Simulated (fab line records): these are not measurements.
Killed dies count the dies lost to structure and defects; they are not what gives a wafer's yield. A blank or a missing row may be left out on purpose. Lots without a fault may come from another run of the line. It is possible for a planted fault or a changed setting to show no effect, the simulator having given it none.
One fault through the eyes of 2 desks / flow gf180mcu / only its own numbers are on each desk; what lay behind them is given at the end

## AT THE TOOL OWNER'S DESK: ilineStepper-02
The tool's own readings at GF_HV_LDD_EXPOSE_43 (exposes mask Pplus HV AREA, target cd 400 nm): means of the sampled wafers that have a number, for each lot that ran on this tool. A lot is out of limits, marked OUT, if its mean lies more than 4 standard deviations from the usual mean; the brackets give that distance.
Columns: A = exposureDoseMJCm2 at GF_HV_LDD_EXPOSE_43, usual 139.99
lot=L167; first seen here=day 14 10:01; A=139.94
lot=L169; first seen here=day 15 10:47; A=136.79 (-23) OUT
lot=L172; first seen here=day 16 11:23; A=136.95 (-22) OUT
Finding of this desk: L169, L172 out of limits; the first was L169 at day 15 10:47, on exposureDoseMJCm2 at GF_HV_LDD_EXPOSE_43. L167 stayed within limits.

## FROM THE METROLOGY DESK
What the gauges read, lot by lot, whatever tool the lot ran on: means of the sampled wafers that have a number. A lot is out of limits, marked OUT, if its mean lies more than 4 standard deviations from the usual mean; the brackets give that distance.
Columns: A = HV_LDD_OVL at GF_HV_LDD_OVL_MEAS_08, usual -0.3 nm; B = HV_LDD_TW at GF_HV_LDD_TW_MEAS_11, usual 2435
lot=L159; first seen here=day 10 05:46; A=-1.4; B=2441
lot=L160; first seen here=day 10 06:42; A=-2.7; B=2424
lot=L161; first seen here=day 10 18:05; A=1.9; B=2428
lot=L162; first seen here=day 11 00:37; A=-1.4; B=2408
lot=L163; first seen here=day 11 12:16; A=-0.3; B=2417
lot=L167; first seen here=day 12 08:10; A=-0.4; B=2412
lot=L169; first seen here=day 13 05:44; A=0.3; B=2469
lot=L170; first seen here=day 13 09:43; A=1.4; B=2430
lot=L172; first seen here=day 14 04:58; A=-1.2; B=2432
lot=L175; first seen here=day 15 00:16; A=2.0; B=2425
lot=L177; first seen here=day 15 15:20; A=0.7; B=2455
lot=L180; first seen here=day 16 12:16; A=-2.4; B=2455
lot=L181; first seen here=day 16 20:55; A=-1.5; B=2469
lot=L182; first seen here=day 16 22:55; A=-1.1; B=2405
This desk's finding: nothing out of limits on any of the 14 lots.

## ALL TOGETHER
At day 15 10:47, on L169, L172, the tool owner's desk was in a position to raise an alarm.
Metrology desk: nothing out of limits seen.
The metrology desk holds a record of L169, L172, inside its limits.
The lots listed all ran GF_HV_LDD_EXPOSE_43 on ilineStepper-02.

## WHAT WAS PUT IN BY THE SIMULATOR
Process parameter drift: ilineStepper-02, from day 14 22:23 on, at GF_HV_LDD_EXPOSE_43. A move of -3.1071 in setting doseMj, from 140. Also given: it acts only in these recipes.
Lots struck among those shown: L169, L172.
Each desk's first reading out of limits, in hours after the fault started: the tool owner's desk, 12.
